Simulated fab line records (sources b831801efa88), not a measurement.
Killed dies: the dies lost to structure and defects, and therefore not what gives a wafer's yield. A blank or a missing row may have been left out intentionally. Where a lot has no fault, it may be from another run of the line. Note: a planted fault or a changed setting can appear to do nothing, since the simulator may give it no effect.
8D (eight disciplines) problem report, filled in by code	flow sky130	the parts of the form that need people (team, actions taken, sign-off) are left out

1. PROBLEM STATEMENT
VT_ADJUST_NCORE_TW at SKY_VT_ADJUST_NCORE_TW_MEAS_11 reads a mean of 30.1 on 3 wafers of 1 lot; wafers without a fault read 219.0 with a standard deviation of 1.2. That is -99 or more standard deviations from the usual mean.
First seen on wafer L993.1, day 13 08:25, on film metro-03. The record holds 39 wafers of 13 lots with a number at this step. The rule behind "out" and "out of limits": a value lying over 4 standard deviations away from the usual mean. The other wafers with a number count as sound.

2. WHAT THIS IS AND IS NOT
question	is	is not
which readings at this step	VT_ADJUST_NCORE_TW	-
which lots	L993	L100, L977, L978, L979, L982, L983, L984, L985, L986, L987, L988, L991
which wafers of those lots	all that have a number	-
read on which gauges	film metro-03	film metro-01, film metro-02
when	from day 13 08:25	up to then (33 sound wafers); but 3 sound wafers of L100 came after

3. THE SUSPECTS, EACH WITH WHAT RULES IT OUT
Counting: a tool at a process step up to the reading stays a suspect if it ran every lot that is out and no sound lot after the first of them.
- the gauge at SKY_VT_ADJUST_NCORE_TW_MEAS_11: ruled out. All the wafers that are out were read on film metro-03, but those of them that SKY_VT_ADJUST_LVTN_STRIP_20 has rows for are out there too, on other tools.
- plasma asher-03 at SKY_VT_ADJUST_LVTN_STRIP_20 (strips in O2/N2): kept. It ran the lot that is out, L993 (day 12 07:49), and no sound lot after that; its last sound lot up to then is L988 (day 10 20:18). On those wafers its own readings are out: oes product au.
- plasma asher-02 at SKY_VT_ADJUST_NCORE_STRIP_10 (strips in O2/N2): kept. It ran the lot that is out, L993 (day 13 08:19), and no sound lot after that; its last sound lot up to then is L987 (day 11 13:01). On those wafers its own readings are out: strip time to endpoint s.
What counting leaves: plasma asher-03 at SKY_VT_ADJUST_LVTN_STRIP_20 and plasma asher-02 at SKY_VT_ADJUST_NCORE_STRIP_10.

4. THE CAUSE (what the simulator had put in)
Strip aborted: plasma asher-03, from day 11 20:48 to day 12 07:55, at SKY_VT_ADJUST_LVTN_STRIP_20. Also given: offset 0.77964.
Counting leaves 2 suspects; this tool is one of them.

5. THE EFFECT CHAIN, in route order
One row per reading whose mean, taken over the struck wafers that have a number, lies over 3 standard deviations from the usual. Only readings whose record carries a usual standard deviation are examined. hours: median over the lots of the time between each lot's start at the first step of this table that gives one and its start at this step. sigmas: the change, counted in usual standard deviations.
hours	step	reading	usual	on struck wafers	change	sigmas
0	SKY_VT_ADJUST_LVTN_STRIP_20	oes product au	0.716 a.u.	0.922	+0.206	+46
24	SKY_VT_ADJUST_NCORE_STRIP_10	strip time to endpoint s	14.16 s	23.42	+9.26	+99 or more
25	SKY_VT_ADJUST_NCORE_TW_MEAS_11	VT_ADJUST_NCORE_TW	219.0	30.1	-188.9	-99 or more
Here are the process steps it includes:
- SKY_VT_ADJUST_LVTN_STRIP_20: strips in O2/N2.
- SKY_VT_ADJUST_NCORE_STRIP_10: strips in O2/N2.
Readings that are blank on the struck wafers while sound wafers have them: strip time to endpoint s at SKY_VT_ADJUST_LVTN_STRIP_20.

6. WHAT WOULD HAVE CAUGHT IT SOONER
The first out-of-limits reading at a measuring or inspecting step in this record came at day 13 08:25, 36 hours after the fault's start at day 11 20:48.
The tool's own readings at SKY_VT_ADJUST_LVTN_STRIP_20 were out on every struck wafer that the step has a row for (oes product au): an alarm limit on them would have fired on the first of those.
The start of SKY_VT_ADJUST_LVTN_STRIP_20 on plasma asher-03 came by day 13 08:25 for every one of the lots that are out (1). Tool hold at that time: it would have spared none of them.
